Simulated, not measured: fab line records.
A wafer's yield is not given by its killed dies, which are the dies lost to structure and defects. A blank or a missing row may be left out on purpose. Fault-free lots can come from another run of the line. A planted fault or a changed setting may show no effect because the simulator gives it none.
Struck lot and sound lot, side by side    flow sky130    18 steps out of a route of 708
Sound: the wafers L689.1, L689.2, L689.6. Struck: wafers L700.2, L700.6. (L700.5 of the same lot was not struck and is left out.) The cause comes at the end.
Order at every step that has rows: each side's tool, ch and its chambers, its first start. Under that, the readings that differ: sound wafers    struck wafers    difference of the means    sigmas: that difference in standard deviations of wafers without a fault.
alike: a reading whose means differ by less than 2 such deviations, as well as words and numbers matching on both sides. not compared: withheld readings; readings where some wafer has no value; bounds like >300 that might hide an equal value; numbers whose values overlap and for which the record gives no deviation.
Wherever a step has rows on one side only, a row that says differs or no value, or a row with sigmas, the two part there. Numbers that have no deviation but don't overlap get no sigmas and don't part them. A reading that every wafer of one side lacks parts them only if that side has two wafers or more.

first, 5 steps without rows for these wafers: SKY_VIA4_COAT_06 (resist thk 1140 nm); SKY_VIA4_SOFTBAKE_07 (time 60 s); SKY_VIA4_EXPOSE_08 (exposes mask VIM4, target cd 800 nm); SKY_VIA4_PEB_09; SKY_VIA4_DEVELOP_10 (develop time 60 s).
SKY_VIA4_OVL_MEAS_11:
  sound on overlay-02 at day 43 22:18; struck on overlay-02 at day 47 00:35
  alike: VIA4_OVL
SKY_VIA4_ETCH_12: etches SiO2 in C4F8/O2/Ar, stops on TiN, target depth 580 nm.
  sound on rie_diel-02 ch 0,2, day 43 22:20; struck on rie_diel-04 ch 2,3, day 47 00:37
  alike: bias_w, oes_product_au
SKY_VIA4_STRIP_13: strips in O2/N2.
  sound on plasma_asher-02 ch 0,1, day 43 22:25; struck on plasma_asher-04 ch 0, day 47 00:41
  alike: drypump_motor_current_A, n2_flow_sccm, oes_product_au, strip_time_to_endpoint_s
  not compared: rf_hours_counter_h
then, 3 steps without rows for these wafers: SKY_VIA4_STRIP_14 (strips in post etch residue remover, time 1200 s); SKY_VIA4_CLEAN_15 (cleans in IPA, time 180 s); SKY_VIA4_CLEAN_16 (cleans in O3/DIW).
SKY_VIA4_SPUTTER_17: material TiN, target thk 20 nm, time 80 s.
  sound on pvd_sputter-02 at day 43 23:26; struck on pvd_sputter-04 at day 47 01:20
  alike: chamber_pressure_pa, throttle_valve_pct
SKY_VIA4_CVD_18: deposits W, target thk 505 nm, time 152.14 s.
  sound on cvd_w-01 ch 0,1, day 43 23:30; struck on cvd_w-01 ch 0, day 47 01:23
reading                             sound                 struck         difference  sigmas
susceptor_temp_C (C)                399.93 400.10 400.18  392.33 392.32  -7.75       -35
model.W_of_VIA4_CVD_18.thk_nm (nm)  503.7 502.7 496.5     437.1 430.9    -67.0       
  alike: chamber_pressure_Torr, heater_power_w
SKY_VIA4_RS_MEAS_19: a four-point-probe measurement.
  sound on film_metro-01 at day 43 23:39; struck on film_metro-01 at day 47 01:34
reading             sound                 struck         difference  sigmas
VIA4_W_RS (ohm/sq)  0.2272 0.2276 0.2302  0.2619 0.2656  +0.0354     +14
SKY_VIA4_THK_MEAS_20: measures by xrf.
  sound on film_metro-01 at day 43 23:46; struck on film_metro-01 at day 47 01:40
reading          sound        struck   difference  sigmas
VIA4_W_THK (nm)  512 506 503  445 436  -66         -10
SKY_VIA4_CMP_21: polishes, stops on SiO2, t overpolish 25 s, target thk 0 nm.
  sound on cmp-02 ch 0,1,2, day 44 00:05; struck on cmp-02 ch 0,3, day 47 02:07
reading                 sound        struck   difference  sigmas
time_to_endpoint_s (s)  119 118 111  100 101  -16         -5
  alike: edge_zone_pressure_frac, motor_current_A
SKY_METAL5_SPUTTER_00: material Ti, target thk 15 nm, time 10 s.
  sound on pvd_sputter-04 at day 44 00:23; struck on pvd_sputter-03 at day 47 02:16
  alike: chamber_pressure_pa, throttle_valve_pct
-- the record jumps here: 2 days lie between the struck wafers' starts before and after (it left off in module METAL5 and takes up again in module PAD_OPEN, whose first step shown is number 708 of the route) --
SKY_PAD_OPEN_PROBE_99:
  the record has rows for the struck wafers here (prober-01, day 49 14:07) and none for the sound ones

WHERE THEY PART
First at SKY_VIA4_CVD_18; last, within this record, at SKY_PAD_OPEN_PROBE_99.

WHY: what had been put in by the simulator
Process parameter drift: cvd_w-01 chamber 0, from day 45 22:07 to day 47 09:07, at SKY_VIA4_CVD_18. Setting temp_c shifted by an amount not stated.
